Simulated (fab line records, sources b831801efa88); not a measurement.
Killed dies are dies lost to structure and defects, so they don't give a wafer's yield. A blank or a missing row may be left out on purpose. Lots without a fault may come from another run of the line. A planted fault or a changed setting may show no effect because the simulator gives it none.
fab line records | flow sky130
record lots=5 wafers=15 last_day=50
route steps=708 shown POLY_GATE@221 LDD_N@237 LDD_P@255 PAD_OPEN@708
lots that met no fault: from a run of the same line without faults
start_h: hours from the record's first day to the start of the lot's first wafer shown | wait_h: hours since the lot's step before | " the same as in the row above | L1.1+2: a row that stands for several wafers | - no value, or no start given | * or withheld: withheld | < > ~ a bound
route shown NAME@n: a module of which the file shows steps, and the number in the route of the first | usual: mean/standard deviation of fault-free wafers | same: alike in all rows | chamber/n: place in a boat | sites: the reading at each site | _std_site: their standard deviation | _edge_site: outer sites' mean less inner sites' | radius_mm: how far each site lies from the wafer's centre | mask NAME#n: copy n | behind: the tool/chamber that last shaped the wafer | hold: why the lot was held/for how many hours/how that ended | device: the transistor (n, p or np) that didn't switch | end of line: the same wafers' tests at the end of the route | a step without rows: its recipe alone | killed: dies lost to structure and defects at the first sort, not the wafer's yield | map: a wafer's dies, x killed, . not, _ none there
set.NAME: the setting as run; set.NAME@STEP: as run at that earlier step | model.NAME: the simulator's own value behind a step, which no gauge read
lots at some steps of the route; a table a step, a row a wafer
services: from which hour (start_h, from the record's first day; less than 0 if before it) a tool's chamber was out of use, for how many hours, and why
## steps
# step SKY_POLY_GATE_COAT_07
# recipe resist=BARC temp_c=withheld time_s=withheld spin_rpm=3000 resist_thk_nm=110
# step SKY_POLY_GATE_COAT_08
# recipe resist=KrF-thick spin_rpm=3000 resist_thk_nm=450
# step SKY_POLY_GATE_SOFTBAKE_09
# recipe temp_c=100 time_s=90 resist=KrF-thick
# step SKY_POLY_GATE_EXPOSE_10
# recipe mask_id=P1M na=0.68 source_shape=conventional sigma_outer=0.6 target_cd_nm=150 dose_mj=28
# step SKY_POLY_GATE_PEB_11
# recipe peb_temp_c=withheld peb_time_s=withheld resist=KrF-thick
# step SKY_POLY_GATE_DEVELOP_12
# recipe develop_time_s=60 resist=KrF-thick dev_temp_c=21
# step SKY_POLY_GATE_CD_MEAS_13
# recipe target_cd_nm=150
# usual cd_nm=150.1/1.3
# columns lot.wafer tool chamber start_h wait_h cd_nm
L802.4 cd_sem-01 - 384.09 - 150.4
L802.5 " - " " 150.9
L802.6 " - " " 151.9
L804.1 cd_sem-01 - 407.28 - 148.1
L804.4 " - " " 148.4
L804.6 " - " " 149.1
L812.2 cd_sem-01 - 479.53 - 148.9
L812.3 " - " " 149.3
L812.5 " - " " 149.1
L819.3 cd_sem-01 - 524.04 - 151.7
L819.5 " - " " 150.7
L819.6 " - " " 150.9
L822.1 cd_sem-01 - 552.07 - 147.8
L822.2 " - " " 149.1
L822.4 " - " " 148.8
# step SKY_POLY_GATE_OVL_MEAS_14
# usual POLY_GATE_OVL=-1/5.7
# columns lot.wafer tool chamber start_h wait_h POLY_GATE_OVL[nm]
L802.4 overlay-01 - 384.17 0.1 -4
L802.5 " - " " -5
L802.6 " - " " -5
L804.1 overlay-02 - 407.40 0.1 8
L804.4 " - " " -4
L804.6 " - " " 2
L812.2 overlay-02 - 479.64 0.1 -3
L812.3 " - " " -3
L812.5 " - " " -2
L819.3 overlay-02 - 524.14 0.1 6
L819.5 " - " " 10
L819.6 " - " " -7
L822.1 overlay-01 - 552.19 0.1 -1
L822.2 " - " " 8
L822.4 " - " " 13
# step SKY_POLY_GATE_ETCH_15
# recipe chemistry=N2/H2 target=BARC ion_energy_ev=200 source_w=500 bias_w=100 pressure_mtorr=30 n2_flow_sccm=100 h2_flow_sccm=200 stop_on=SiO2 time_s=118.5 target_depth_a=1100
# usual chamber_pressure_mTorr=30.01/0.033 drypump_motor_current_A=5.6/0.55 oes_product_au=0.716/0.005 throttle_valve_pct=13.214/0.01
# columns lot.wafer tool chamber start_h wait_h chamber_pressure_mTorr drypump_motor_current_A oes_product_au rf_hours_counter_h throttle_valve_pct
L802.4 rie_diel-04 2 384.19 0.0 29.93 4.9 0.714 80 13.222
L802.5 " 2 " " 29.98 4.9 0.724 - 13.198
L802.6 " 3 " " 30.02 5.6 0.730 - 13.215
L804.1 rie_diel-04 2 407.44 0.0 29.98 4.9 0.713 81 13.195
L804.4 " 1 " " 30.01 5.8 0.715 2 13.216
L804.6 " 0 " " 29.98 4.9 0.710 - 13.212
L812.2 rie_diel-02 2 479.67 0.0 30.04 5.6 0.715 3 13.223
L812.3 " 0 " " 29.95 5.7 0.717 3 13.229
L812.5 " 2 " " 29.97 5.6 0.710 - 13.230
L819.3 rie_diel-01 1 524.16 0.0 30.00 5.0 0.715 81 13.202
L819.5 " 0 " " 29.97 6.4 0.715 - 13.210
L819.6 " 1 " " 29.98 5.0 0.719 - 13.234
L822.1 rie_diel-01 1 552.23 0.0 30.00 5.0 0.712 81 13.196
L822.2 " 2 " " 30.01 6.4 0.713 12 13.219
L822.4 " 0 " " 30.01 6.4 0.717 10 13.204
# step SKY_POLY_GATE_ETCH_16
# recipe stop_on=poly-Si chemistry=CH3F/O2 target=Si3N4 source_w=400 bias_w=80 pressure_mtorr=25 ch3f_flow_sccm=40 O2_flow_sccm=30 time_s=147.5 target_depth_a=750
# usual chamber_pressure_mTorr=24.998/0.025 drypump_motor_current_A=5.6/0.56 oes_product_au=0.639/0.0048 throttle_valve_pct=10.535/0.0086
# columns lot.wafer tool chamber start_h wait_h chamber_pressure_mTorr drypump_motor_current_A oes_product_au rf_hours_counter_h throttle_valve_pct
L802.4 rie_diel-04 2 384.27 0.0 25.017 4.9 0.638 81 10.526
L802.5 " 2 " " 25.043 4.9 0.636 - 10.530
L802.6 " 3 " " 25.026 5.6 0.638 - 10.545
L804.1 rie_diel-04 2 407.52 0.0 25.008 4.8 0.634 81 10.526
L804.4 " 1 " " 25.001 5.7 0.629 2 10.523
L804.6 " 0 " " 25.060 4.9 0.638 - 10.525
L812.2 rie_diel-02 2 479.75 0.0 24.988 5.6 0.639 3 10.540
L812.3 " 0 " " 25.015 5.8 0.642 3 10.538
L812.5 " 2 " " 25.011 5.6 0.644 - 10.542
L819.3 rie_diel-01 1 524.24 0.0 25.037 5.0 0.643 81 10.534
L819.5 " 0 " " 24.987 6.4 0.643 - 10.537
L819.6 " 1 " " 24.994 5.0 0.646 - 10.550
L822.1 rie_diel-01 1 552.31 0.0 24.981 5.0 0.631 81 10.541
L822.2 " 2 " " 24.996 6.4 0.644 12 10.527
L822.4 " 0 " " 24.980 6.4 0.644 10 10.541
# step SKY_POLY_GATE_ETCH_17
# recipe target_depth_nm=180 stop_on=SiO2 over_etch_frac=0.56667 chemistry=HBr/Cl2 target=poly-Si icp_w=400 bias_w=100 pressure_mtorr=10 HBr_flow_sccm=150 Cl2_flow_sccm=50 time_s=70.5
# usual chamber_pressure_mTorr=10.000/0.0093 drypump_motor_current_A=5.8/0.61 oes_product_au=0.986/0.008 throttle_valve_pct=33.684/0.0095
# columns lot.wafer tool chamber start_h wait_h chamber_pressure_mTorr drypump_motor_current_A oes_product_au rf_hours_counter_h throttle_valve_pct
L802.4 rie_si-01 0 384.37 0.0 9.996 5.8 0.987 6 33.687
L802.5 " 1 " " 9.992 6.5 0.979 - 33.690
L802.6 " 0 " " 9.998 5.7 0.991 - 33.685
L804.1 rie_si-02 0 407.62 0.0 10.002 5.8 0.984 65 33.678
L804.4 " 1 " " 9.995 6.5 0.969 36 33.703
L804.6 " 1 " " 10.004 6.6 0.986 - 33.674
L812.2 rie_si-01 2 479.85 0.0 10.000 5.6 0.991 28 33.689
L812.3 " 0 " " 10.011 5.8 0.992 6 33.687
L812.5 " 1 " " 9.990 6.6 0.980 - 33.701
L819.3 rie_si-01 2 524.34 0.0 10.004 5.6 0.984 28 33.669
L819.5 " 3 " " 10.000 4.9 0.970 - 33.692
L819.6 " 0 " " 9.981 5.8 0.990 - 33.684
L822.1 rie_si-02 0 552.41 0.0 10.004 5.8 0.997 0 33.694
L822.2 " 3 " " 10.002 5.0 0.991 26 33.683
L822.4 " 2 " " 9.999 6.3 1.000 3 33.684
# step SKY_POLY_GATE_STRIP_18
# recipe chemistry=O2/N2 power_w=1400 pressure_mtorr=1500 platen_temp_c=withheld o2_flow_sccm=3000 n2_flow_sccm=300 overash_fraction=0.5
# usual chamber_pressure_mTorr=1500.0/1.3 drypump_motor_current_A=5.9/0.33 oes_product_au=0.360/0.0054 strip_time_to_endpoint_s=3.15/0.049
# columns lot.wafer tool chamber start_h wait_h chamber_pressure_mTorr drypump_motor_current_A oes_product_au rf_hours_counter_h strip_time_to_endpoint_s
L802.4 plasma_asher-02 0 384.46 0.1 1500.2 5.9 0.364 - 3.19
L802.5 " 1 " " 1497.3 5.6 0.368 - 3.21
L802.6 " 0 " " 1500.7 5.9 0.364 - 3.10
L804.1 plasma_asher-02 0 407.68 0.0 1500.8 5.9 0.370 71 3.18
L804.4 " 1 " " 1497.2 5.6 0.374 - 3.18
L804.6 " 0 " " 1500.9 5.9 0.362 - 3.21
L812.2 plasma_asher-01 1 479.91 0.0 1500.6 6.2 0.363 2 3.12
L812.3 " 1 " " 1499.6 6.2 0.360 - 3.16
L812.5 " 1 " " 1502.0 6.3 0.365 - 3.13
L819.3 plasma_asher-03 1 524.43 0.1 1499.6 5.7 0.367 - 3.22
L819.5 " 1 " " 1501.8 5.7 0.358 - 3.23
L819.6 " 0 " " 1499.4 6.4 0.359 - 3.19
L822.1 plasma_asher-02 0 552.47 0.0 1501.4 5.9 0.366 88 3.17
L822.2 " 1 " " 1501.0 5.6 0.361 88 3.10
L822.4 " 1 " " 1500.9 5.6 0.365 - 3.16
# step SKY_POLY_GATE_CLEAN_19
# recipe chemistry=SC1/SC2 mix=1:4:20 temp_c=70 time_s=150 dry=n2_spin
# columns lot.wafer tool chamber start_h wait_h
L802.4+5+6 wet_bench-03 3 384.53 0.0
L804.1+4+6 wet_bench-03 3 407.78 0.1
L812.2+3+5 wet_bench-02 0 480.01 0.1
L819.3+5+6 wet_bench-03 3 524.50 0.0
L822.1+2+4 wet_bench-01 0 552.57 0.1
# step SKY_POLY_GATE_OXIDATION_20
# recipe temp_c=850 ambient=O2 stabilise_s=600 purge_s=300 target_thk_a=40 ox_time_s=899
# step SKY_POLY_GATE_THK_MEAS_21
# recipe reads=SiO2_of_POLY_GATE_OXIDATION_20
# usual POLY_GATE_OXIDATION_THK=4.00/0.076
# columns lot.wafer tool chamber start_h wait_h POLY_GATE_OXIDATION_THK[nm]
L802.4 film_metro-04 - 386.36 0.0 4.02
L802.5 " - " " 3.99
L802.6 " - " " 3.96
L804.1 film_metro-02 - 409.08 0.0 3.97
L804.4 " - " " 4.05
L804.6 " - " " 3.97
L812.2 film_metro-02 - 482.99 0.0 3.96
L812.3 " - " " 3.98
L812.5 " - " " 3.99
L819.3 film_metro-03 - 526.09 0.0 3.93
L819.5 " - " " 3.91
L819.6 " - " " 3.91
L822.1 film_metro-04 - 553.87 0.0 4.06
L822.2 " - " " 4.05
L822.4 " - " " 4.00
# step SKY_POLY_GATE_CD_MEAS_22
# usual cd_nm=150.6/2.5
# columns lot.wafer tool chamber start_h wait_h cd_nm
L802.4 cd_sem-01 - 386.56 0.2 147.6
L802.5 " - " " 150.0
L802.6 " - " " 152.7
L804.1 cd_sem-02 - 409.14 0.1 143.4
L804.4 " - " " 150.9
L804.6 " - " " 151.8
L812.2 cd_sem-01 - 483.07 0.1 146.0
L812.3 " - " " 151.6
L812.5 " - " " 144.5
L819.3 cd_sem-02 - 526.19 0.1 153.3
L819.5 " - " " 152.1
L819.6 " - " " 150.6
L822.1 cd_sem-01 - 553.95 0.1 150.3
L822.2 " - " " 149.4
L822.4 " - " " 152.5
# step SKY_LDD_N_DEHYDRATE_00
# recipe temp_c=200 time_s=60
# step SKY_LDD_N_HMDS_01
# recipe prime_time_s=60 prime_temp_c=120
# step SKY_LDD_N_COAT_02
# recipe resist=NOVOLAK spin_rpm=3000 resist_thk_nm=300
# step SKY_LDD_N_SOFTBAKE_03
# recipe temp_c=90 time_s=60 resist=NOVOLAK
# step SKY_LDD_N_EXPOSE_04
# recipe mask_id=NTM target_cd_nm=840 na=0.6 source_shape=conventional sigma_outer=0.6 dose_mj=110
# step SKY_LDD_N_PEB_05
# recipe temp_c=withheld time_s=* resist=NOVOLAK
# step SKY_LDD_N_DEVELOP_06
# recipe develop_time_s=60 dev_temp_c=23
# step SKY_LDD_N_OVL_MEAS_07
# usual LDD_N_OVL=-1.6/1.6
# columns lot.wafer tool chamber start_h wait_h LDD_N_OVL[nm]
L802.4 overlay-01 - 415.85 0.1 -2.0
L802.5 " - " " -1.8
L802.6 " - " " 1.0
L804.1 overlay-01 - 439.95 0.1 -0.1
L804.4 " - " " 0.2
L804.6 " - " " 0.6
L812.2 overlay-02 - 513.97 0.1 -1.1
L812.3 " - " " -3.3
L812.5 " - " " -1.4
L819.3 overlay-01 - 555.34 0.1 -1.5
L819.5 " - " " -0.7
L819.6 " - " " 0.4
L822.1 overlay-01 - 583.41 0.1 -2.5
L822.2 " - " " 0.2
L822.4 " - " " -3.0
# step SKY_LDD_N_IMPLANT_08
# recipe species=As energy_kev=20 dose_cm2=7.5e+13 tilt_deg=withheld rotation_deg=23
# step SKY_LDD_N_IMPLANT_09
# recipe species=As energy_kev=20 dose_cm2=7.5e+13 tilt_deg=withheld rotation_deg=113
# step SKY_LDD_N_IMPLANT_10
# recipe species=As energy_kev=20 dose_cm2=7.5e+13 tilt_deg=withheld rotation_deg=203
# step SKY_LDD_N_IMPLANT_11
# recipe species=As energy_kev=20 dose_cm2=7.5e+13 tilt_deg=withheld rotation_deg=293
# step SKY_LDD_N_IMPLANT_12
# recipe species=BF2 energy_kev=50 dose_cm2=5e+12 tilt_deg=30 rotation_deg=0
# step SKY_LDD_N_IMPLANT_13
# recipe species=BF2 energy_kev=50 dose_cm2=5e+12 tilt_deg=30 rotation_deg=90
# step SKY_LDD_N_IMPLANT_14
# recipe species=BF2 energy_kev=50 dose_cm2=5e+12 tilt_deg=30 rotation_deg=180
# step SKY_LDD_N_IMPLANT_15
# recipe species=BF2 energy_kev=50 dose_cm2=5e+12 tilt_deg=30 rotation_deg=270
# step SKY_LDD_N_STRIP_16
# recipe chemistry=O2/N2 power_w=1400 pressure_mtorr=1500 platen_temp_c=withheld o2_flow_sccm=3000 n2_flow_sccm=300 overash_fraction=0.5
# usual chamber_pressure_mTorr=1500.1/1.4 drypump_motor_current_A=5.8/0.44 oes_product_au=0.407/0.0046 strip_time_to_endpoint_s=4.315/0.015
# columns lot.wafer tool chamber start_h wait_h chamber_pressure_mTorr drypump_motor_current_A oes_product_au rf_hours_counter_h strip_time_to_endpoint_s
L802.4 plasma_asher-02 1 417.10 0.1 1497.0 5.6 0.405 - 4.314
L802.5 " 1 " " 1499.4 5.6 0.399 - 4.304
L802.6 " 0 " " 1497.5 5.9 0.406 - 4.292
L804.1 plasma_asher-04 1 450.79 0.1 1502.8 6.6 0.411 33 4.279
L804.4 " 0 " " 1500.6 5.4 0.410 - 4.283
L804.6 " 0 " " 1501.7 5.4 0.399 - 4.300
L812.2 plasma_asher-02 1 515.20 0.1 1502.7 5.6 0.411 84 4.319
L812.3 " 0 " " 1500.8 5.9 0.415 - 4.331
L812.5 " 1 " " 1499.3 5.6 0.410 - 4.316
L819.3 plasma_asher-04 1 556.60 0.1 1500.4 6.6 0.412 - 4.324
L819.5 " 1 " " 1501.5 6.6 0.404 - 4.303
L819.6 " 0 " " 1498.5 5.3 0.405 - 4.321
L822.1 plasma_asher-02 1 584.65 0.1 1501.5 5.6 0.399 91 4.306
L822.2 " 0 " " 1500.4 5.9 0.401 91 4.313
L822.4 " 0 " " 1499.5 5.9 0.411 - 4.331
# step SKY_LDD_N_TW_MEAS_17
# usual LDD_N_TW=2589/17
# columns lot.wafer tool chamber start_h wait_h LDD_N_TW
L802.4 film_metro-01 - 417.20 0.1 2591
L802.5 " - " " 2594
L802.6 " - " " 2592
L804.1 film_metro-03 - 450.89 0.1 2599
L804.4 " - " " 2598
L804.6 " - " " 2603
L812.2 film_metro-03 - 515.31 0.1 2611
L812.3 " - " " 2607
L812.5 " - " " 2599
L819.3 film_metro-01 - 556.69 0.1 2592
L819.5 " - " " 2574
L819.6 " - " " 2575
L822.1 film_metro-01 - 584.75 0.1 2584
L822.2 " - " " 2589
L822.4 " - " " 2586
# step SKY_LDD_P_DEHYDRATE_00
# recipe temp_c=200 time_s=60
# step SKY_LDD_P_HMDS_01
# recipe prime_time_s=60 prime_temp_c=120
# step SKY_LDD_P_COAT_02
# recipe resist=NOVOLAK spin_rpm=3000 resist_thk_nm=1140
# step SKY_LDD_P_SOFTBAKE_03
# recipe temp_c=90 time_s=60 resist=NOVOLAK
# step SKY_LDD_P_EXPOSE_04
# recipe mask_id=PSDM na=0.6 source_shape=conventional sigma_outer=0.6 polarization=unpolarized target_cd_nm=380 dose_mj=138
# step SKY_LDD_P_PEB_05
# recipe temp_c=withheld time_s=* resist=NOVOLAK
# step SKY_LDD_P_DEVELOP_06
# recipe resist=NOVOLAK developer=TMAH develop_time_s=60 dev_temp_c=23
# step SKY_LDD_P_CD_MEAS_07
# recipe target_cd_nm=380
# usual cd_nm=380.6/2.8
# columns lot.wafer tool chamber start_h wait_h cd_nm
L802.4 cd_sem-01 - 447.41 0.1 381.1
L802.5 " - " " 379.2
L802.6 " - " " 381.0
L804.1 cd_sem-02 - 481.71 0.1 379.7
L804.4 " - " " 379.2
L804.6 " - " " 379.6
L812.2 cd_sem-01 - 544.92 0.1 380.5
L812.3 " - " " 378.9
L812.5 " - " " 381.5
L819.3 cd_sem-02 - 585.55 0.1 377.1
L819.5 " - " " 377.9
L819.6 " - " " 376.7
L822.1 cd_sem-02 - 614.55 0.1 378.5
L822.2 " - " " 378.1
L822.4 " - " " 377.7
# step SKY_PAD_OPEN_PROBE_99
# usual killed_at_M0_to_M3=42/6.4 killed_at_M4_up=3.2/1.9 killed_at_contacts=24/4.8 killed_at_front_end=16/4.4 killed_at_other=0.3/0.55 killed_dies=86/8.6 killed_open=46/6.6 killed_short=39/5.7
# same gross_dies=492 killed_at_back_side=0
# columns lot.wafer tool chamber start_h wait_h killed_at_M0_to_M3 killed_at_M4_up killed_at_contacts killed_at_front_end killed_at_other killed_dies killed_open killed_short
L819.3 prober-02 - 1174.39 0.2 39 5 24 61 1 130 47 39
L819.5 prober-02 - 1174.49 0.2 40 2 20 58 0 120 40 40
L819.6 prober-02 - 1174.54 0.2 43 3 19 61 0 126 45 38
# killed by level:class
L819.3 POLY_GATE:unspecified=41 VIA1:geometric_particle:open=9 CONTACT:geometric_particle:open=8 VIA3:geometric_particle:open=8 FIELD_ISO:geometric_particle:short=6 LI_CONTACT:geometric_particle:open=6 METAL2:geometric_particle:short=5 VIA2:geometric_particle:open=5
L819.5 POLY_GATE:unspecified=40 VIA1:geometric_particle:open=7 VIA1:geometric_particle:short=7 VIA2:geometric_particle:open=7 LI_CONTACT:geometric_particle:open=6 VIA3:geometric_particle:open=6 POLY_GATE:geometric_particle:short=5 POLY_GATE:geometric_particle:open=5
L819.6 POLY_GATE:unspecified=43 VIA1:geometric_particle:open=10 CONTACT:geometric_particle:open=8 METAL2:geometric_particle:short=7 VIA2:geometric_particle:open=6 VIA3:geometric_particle:open=6 LI_CONTACT:geometric_particle:open=5 METAL1:geometric_particle:short=5
# map L819.3 (x killed, . not)
__________...x......_________
________.x..........xx_______
______...x..x..........._____
_____.x....x......x...x..____
____...x...x.x.......x.x..___
___..x.........x.....xx....__
__x...........x.x........x.._
_....x.......x...x..........x
_.........x.x..xxxxxxx..x..x.
_.x.............x....x....x..
_.....x.x...x.xx.x.x.........
_...x.x.......xxxxxxx.x...x.x
_..........x.xxxxxxx....x...x
_......xx....xxxxxxxxxx.x.x..
_x...x........xxxxxx.x..x.xxx
__.........x.x.xxxxxx..xx..._
___..x........xx.xx.xx.....__
____.x.........xx..x..x...___
_____.....x...x....x.....____
______x................._____
________...........xx._______
__________xx.x..x..._________
# map L804.6 (x killed, . not)
__________...x......_________
________....x........._______
______x..xx..x..x..x...._____
_____....x...x..x...x..xx____
____....xx....x..xx.......___
___.....x...x..xx....xxx..x__
__..x.x.....x.x..........x.._
_..........xxxx..............
_............................
_x.xx.....xx....xxx.x....x...
_.x..x...xxx..x...xx........x
_.....x.........x...........x
_x.....xx....x..x.........x.x
_..x..x......xx..xx....x..x.x
_x......x....................
__............xx....x..x...._
___x.........xx.....x......__
____x.....x.xx.x.x....x...___
_____........x...x.......____
______..xx..........x..._____
________.............._______
__________.........._________
## services
# columns tool chamber start_h hours kind
rie_diel-01 3 366.81 2.0 repair
rie_si-01 - 369.32 14.6 pm
rie_diel-04 - 372.53 2.8 pm
rie_si-02 2 377.68 5.7 repair
rie_diel-02 1 384.63 5.1 repair
rie_diel-04 0 386.01 11.7 repair
rie_si-01 0 386.16 19.8 repair
rie_si-02 3 388.03 4.2 repair
rie_si-01 1 397.17 2.5 repair
plasma_asher-01 - 421.25 9.0 pm
plasma_asher-01 - 430.25 28.1 pm
rie_si-01 1 430.61 1.4 repair
rie_diel-01 - 430.84 1.1 repair
rie_diel-04 - 430.99 0.2 repair
rie_diel-04 2 435.99 21.6 repair
plasma_asher-01 - 453.58 1.9 repair
rie_diel-02 1 456.59 7.7 repair
rie_diel-02 2 457.27 1.7 repair
rie_diel-01 - 475.73 2.6 repair
plasma_asher-04 - 479.01 18.1 repair
plasma_asher-01 - 483.58 2.6 repair
rie_diel-01 3 519.91 4.6 repair
rie_diel-02 3 539.51 1.3 repair
rie_si-01 2 557.36 2.2 repair
## key
first_sign step=SKY_PAD_OPEN_PROBE_99 reading=killed_at_front_end direction=up sigmas=10 usual=16 struck=60
effect step=SKY_PAD_OPEN_PROBE_99 reading=killed_dies direction=up sigmas=4.6 usual=86 struck=125
met_at SKY_POLY_GATE_CLEAN_19
struck_wafers L819.3,L819.5,L819.6
tester_left_out L819
onset_between 407.78 524.50
also_fits SKY_POLY_GATE_ETCH_17:rie_si-01,SKY_POLY_GATE_STRIP_18:plasma_asher-03,SKY_LDD_N_STRIP_16:plasma_asher-04
fault kind=chamber_particle_source tool=wet_bench-03 chamber=- onset_h=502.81 steps=SKY_POLY_GATE_CLEAN_19 rate_per_visit_cm2=0.37759 end_h=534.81
# tester_left_out: of these lots the tester's yield and bins aren't shown, on N5 and GAA mostly nor the transistor test; their killed dies are dies lost to structure and defects alone, not to doping, threshold or leakage, so they don't give the yield
